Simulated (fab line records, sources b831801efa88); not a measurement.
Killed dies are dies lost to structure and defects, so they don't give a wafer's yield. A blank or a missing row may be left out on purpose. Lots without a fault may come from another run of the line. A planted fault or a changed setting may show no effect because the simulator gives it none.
A struck lot beside a sound one | flow sky130 | 17 steps out of a route of 708
Sound: wafers L175.1, L175.2, L175.4. Struck: wafers L181.1, L181.3, L181.4. The cause comes at the end.
At each step with rows: each side's tool, then ch and its chambers, then its first start. Under that, the readings that differ: sound wafers | struck wafers | difference of the means | sigmas: that difference in standard deviations of wafers without a fault.
alike: readings whose means differ by less than 2 such deviations, and words and numbers that are the same on both sides. not compared: withheld readings, readings that some wafer has no value for, bounds like >300 that may hide the same value, and numbers for which the record gives no deviation and whose values overlap.
The two part at a step that has a row with sigmas, a row that says differs or no value, or rows on one side only. Numbers that don't overlap but have no deviation are shown without sigmas and don't part them. A reading that every wafer of one side lacks parts them only if that side has two wafers or more.

first, 1 step without rows for these wafers: SKY_VT_ADJUST_LVTN_IMPLANT_19.
SKY_VT_ADJUST_LVTN_STRIP_20: strips in O2/N2.
  sound on plasma_asher-02 ch 0,1, day 8 10:21; struck on plasma_asher-04 ch 0,1, day 10 02:21
  alike: drypump_motor_current_A, oes_product_au, strip_time_to_endpoint_s
  not compared: rf_hours_counter_h
SKY_VT_ADJUST_LVTN_TW_MEAS_21:
  sound on film_metro-04, day 8 10:27; struck on film_metro-01, day 10 02:27
  alike: VT_ADJUST_LVTN_2_TW
then, 7 steps without rows for these wafers: SKY_VT_ADJUST_NCORE_DEHYDRATE_00 (time 60 s); SKY_VT_ADJUST_NCORE_HMDS_01 (prime time 60 s); SKY_VT_ADJUST_NCORE_COAT_02 (resist thk 1140 nm); SKY_VT_ADJUST_NCORE_SOFTBAKE_03 (time 60 s); SKY_VT_ADJUST_NCORE_EXPOSE_04 (exposes mask LVTN COMPLEMENT THIN, target cd 380 nm); SKY_VT_ADJUST_NCORE_PEB_05; SKY_VT_ADJUST_NCORE_DEVELOP_06 (develop time 60 s).
SKY_VT_ADJUST_NCORE_CD_MEAS_07: target cd 380 nm.
  sound on cd_sem-01, day 9 06:53; struck on cd_sem-02, day 11 01:14
  alike: cd_nm
SKY_VT_ADJUST_NCORE_OVL_MEAS_08:
  sound on overlay-02, day 9 07:00; struck on overlay-02, day 11 01:21
  alike: VT_ADJUST_NCORE_OVL
SKY_VT_ADJUST_NCORE_IMPLANT_09:
  sound on implanter-01 ch 0, day 9 07:02; struck on implanter-02 ch 0, day 11 01:23
  reading                   | sound               | struck               | difference | sigmas
  beam_energy_keV           | 9.996 10.001 10.002 | 14.361 14.359 14.357 | +4.359     | +99 or more
  model.implant.rp_nm (nm)  | 32.95 32.95 32.95   | 47.25 47.25 47.25    | +14.30     |
  model.implant.drp_nm (nm) | 17.11 17.11 17.11   | 22.27 22.27 22.27    | +5.16      |
  alike: beam_on_s
SKY_VT_ADJUST_NCORE_STRIP_10: strips in O2/N2.
  sound on plasma_asher-01 ch 0,1, day 9 07:11; struck on plasma_asher-01 ch 0,1, day 11 01:32
  reading               | sound             | struck            | difference | sigmas
  oes_product_au (a.u.) | 0.725 0.718 0.724 | 0.712 0.713 0.715 | -0.009     | -2
  alike: drypump_motor_current_A, strip_time_to_endpoint_s
  not compared: rf_hours_counter_h
SKY_VT_ADJUST_NCORE_TW_MEAS_11:
  sound on film_metro-03, day 9 07:17; struck on film_metro-01, day 11 01:38
  reading            | sound             | struck            | difference | sigmas
  VT_ADJUST_NCORE_TW | 215.5 217.2 216.4 | 236.8 237.8 238.5 | +21.3      | +13
then, 1 step without rows for these wafers: SKY_VT_ADJUST_HVTR_DEHYDRATE_00 (time 60 s).
-- the record jumps here: 37 days lie between the struck wafers' starts before and after (it left off in module VT_ADJUST_HVTR and takes up again in module PAD_OPEN, whose first step shown is number 708 of the route) --
SKY_PAD_OPEN_PROBE_99:
  sound on prober-02, day 46 18:55; struck on prober-02, day 47 22:46
  reading                                    | sound                        | struck                       | difference | sigmas
  killed_short                               | 51 46 52                     | 45 28 35                     | -14        | -2
  model.etest.nfet_16v.r_on_ohm_um           | 1.421e+04 1.42e+04 1.431e+04 | 1.45e+04 1.469e+04 1.453e+04 | +3.33e+02  |
  model.etest.res_pwell_under_gate.rs_ohm_sq | 2282 2281 2289               | 2234 2231 2229               | -53        |
  model.etest.pfet_16v.drive_ua_um           | 240.8 240.2 237.4            | 255.1 250.8 255.2            | +14.2      |
  model.etest.pfet_g5v0d10v5.off_log10_a_um  | -12.76 -12.78 -12.71         | -11.95 -11.61 -11.62         | +1.02      |
  model.etest.pfet_g5v0d10v5.vt_sat_v (V)    | -0.6612 -0.6542 -0.6327      | -0.6007 -0.5793 -0.5717      | +0.0655    |
  model.etest.pfet_16v.vt_v (V)              | -1.124 -1.119 -1.123         | -1.067 -1.052 -1.06          | +0.062     |
  model.etest.nfet_g5v0d10v5.body_rise_v (V) | 0.6934 0.6975 0.7027         | 0.7209 0.7263 0.7244         | +0.0260    |
  model.etest.pfet_g5v0d10v5.vt_v (V)        | -0.8488 -0.8496 -0.827       | -0.818 -0.8012 -0.787        | +0.040     |
  alike: killed_at_M0_to_M3, killed_at_M4_up, killed_at_contacts, killed_at_front_end, killed_at_other, killed_dies, killed_open

WHERE THEY PART
First at SKY_VT_ADJUST_NCORE_IMPLANT_09; last, within this record, at SKY_PAD_OPEN_PROBE_99.

WHY: what the simulator had put in
Process parameter drift: implanter-02, from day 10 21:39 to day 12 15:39, at SKY_VT_ADJUST_NCORE_IMPLANT_09. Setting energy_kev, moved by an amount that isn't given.
